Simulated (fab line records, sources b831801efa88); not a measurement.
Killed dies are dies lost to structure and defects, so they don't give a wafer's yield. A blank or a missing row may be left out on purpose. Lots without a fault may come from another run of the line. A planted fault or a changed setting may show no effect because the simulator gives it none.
One fault seen from 2 desks | flow gf180mcu | each desk has only its own numbers; what lay behind them comes last

THE TOOL OWNER'S DESK: pecvd-04
The tool's own readings at GF_PASSIVATION_CVD_00 (deposits SiO2 from TEOS, target thk 1000 nm, time 111.95 s): means of the sampled wafers that have a number, for each lot that ran on this tool. A lot is out of limits, marked OUT, if its mean lies more than 4 standard deviations from the usual mean; the brackets give that distance.
Columns: A = heater_power_w at GF_PASSIVATION_CVD_00, usual 654 W; B = rf_fwd_power_W at GF_PASSIVATION_CVD_00, usual 596.5 W; C = run_length_s at GF_PASSIVATION_CVD_00, usual 139.8 s
lot  | first seen here | A   | B     | C
L354 | day 28 04:58    | 584 | 596.7 | 139.9
L367 | day 32 00:43    | 628 | 597.3 | 143.0 (+4.8) OUT
L368 | day 32 06:26    | 557 | 597.1 | 142.7 (+4.2) OUT
This desk's finding: out of limits on L367, L368; first on L367, day 32 00:43 (run_length_s at GF_PASSIVATION_CVD_00). In limits: L354.

THE METROLOGY DESK
What the gauges read, lot by lot, whatever tool the lot ran on: means of the sampled wafers that have a number. A lot is out of limits, marked OUT, if its mean lies more than 4 standard deviations from the usual mean; the brackets give that distance.
Columns: A = V5_BOW at GF_V5_BOW_MEAS_05, usual 135 um
lot  | first seen here | A
L354 | day 26 09:29    | 139
L355 | day 26 15:50    | 137
L356 | day 27 03:09    | 136
L358 | day 27 17:02    | 124
L360 | day 28 08:31    | 132
L367 | day 30 10:02    | 138
L368 | day 30 17:30    | 139
L372 | day 31 18:18    | 136
L373 | day 31 21:50    | 138
L374 | day 32 01:34    | 133
L376 | day 32 18:17    | 147
L377 | day 32 21:18    | 141
This desk's finding: nothing out of limits on any of the 12 lots.

PUT TOGETHER
The tool owner's desk could have raised an alarm at day 32 00:43, on L367, L368.
The metrology desk saw nothing out of limits.
The metrology desk has L367, L368 on record, within its limits.
Of the lots named, all ran GF_PASSIVATION_CVD_00 on pecvd-04.

WHAT THE SIMULATOR HAD PUT IN
Process parameter drift: pecvd-04, from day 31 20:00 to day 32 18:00, at GF_PASSIVATION_CVD_00. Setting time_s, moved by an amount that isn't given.
Lots struck among those shown: L367, L368.
Hours from the fault's start to each desk's first reading out of limits: the tool owner's desk, 5.
